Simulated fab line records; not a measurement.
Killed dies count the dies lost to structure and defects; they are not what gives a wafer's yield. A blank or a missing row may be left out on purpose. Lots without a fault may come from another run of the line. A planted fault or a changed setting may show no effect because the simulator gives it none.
Matching of chambers :: flow gf180mcu :: GF_V2_CVD_00 on hdpcvd-01: 3 sister chambers
The step deposits SiO2, target thk 600 nm, time 100 s. 6 wafers are shown with their chamber, then 8 later ones without.

## WAFERS PAIRED WITH THEIR CHAMBERS
wafer: L724.4
chamber: 0
pressure mtorr (mTorr): 5.987
sih4 flow sccm (sccm): 59.80

wafer: L725.1
chamber: 1
pressure mtorr (mTorr): 5.997
sih4 flow sccm (sccm): 59.93

wafer: L725.4
chamber: 2
pressure mtorr (mTorr): 5.996
sih4 flow sccm (sccm): 59.63

wafer: L727.1
chamber: 0
pressure mtorr (mTorr): 6.021
sih4 flow sccm (sccm): 59.83

wafer: L727.2
chamber: 1
pressure mtorr (mTorr): 6.006
sih4 flow sccm (sccm): 60.07

wafer: L727.3
chamber: 2
pressure mtorr (mTorr): 6.024
sih4 flow sccm (sccm): 59.77

## WAFERS WHOSE CHAMBER IS MISSING
wafer: L728.3
pressure mtorr (mTorr): 6.014
sih4 flow sccm (sccm): 59.67

wafer: L728.4
pressure mtorr (mTorr): 5.973
sih4 flow sccm (sccm): 59.98

wafer: L728.6
pressure mtorr (mTorr): 6.023
sih4 flow sccm (sccm): 60.01

wafer: L730.3
pressure mtorr (mTorr): 6.000
sih4 flow sccm (sccm): 60.05

wafer: L730.4
pressure mtorr (mTorr): 6.019
sih4 flow sccm (sccm): 60.34

wafer: L731.3
pressure mtorr (mTorr): 6.027
sih4 flow sccm (sccm): 59.83

wafer: L731.5
pressure mtorr (mTorr): 5.997
sih4 flow sccm (sccm): 59.90

wafer: L732.2
pressure mtorr (mTorr): 5.995
sih4 flow sccm (sccm): 60.12

## CHAMBER TAKEN BY EACH
wafer: L728.3
from the rows above: can't be placed: 2 or 0
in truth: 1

wafer: L728.4
from the rows above: can't be placed: 1 or 0
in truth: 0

wafer: L728.6
from the rows above: can't be placed: 1 or 0
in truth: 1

wafer: L730.3
from the rows above: 1
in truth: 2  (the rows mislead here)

wafer: L730.4
from the rows above: 1
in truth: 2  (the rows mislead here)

wafer: L731.3
from the rows above: can't be placed: 0 or 2 or 1
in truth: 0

wafer: L731.5
from the rows above: can't be placed: 0 or 1 or 2
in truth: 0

wafer: L732.2
from the rows above: 1
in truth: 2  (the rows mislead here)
Correctly placed: 0 of 8. Can't be placed from these rows: 5 (the true chamber is among the candidates in 4). 3 placed wrongly.
How it was worked out, from the rows above alone: a wafer's distance from a chamber is the root of the sum, over the readings, of the square of ((its reading less the chamber's mean) divided by the reading's scatter). The wafer belongs to the nearest chamber; if the next one is less than 2 further off, it can't be placed. A chamber's mean is the mean of its shown wafers. The scatter is the square root of a quotient: the sum, over the shown wafers, of each reading's squared deviation from its chamber's mean, divided by wafers minus chambers.
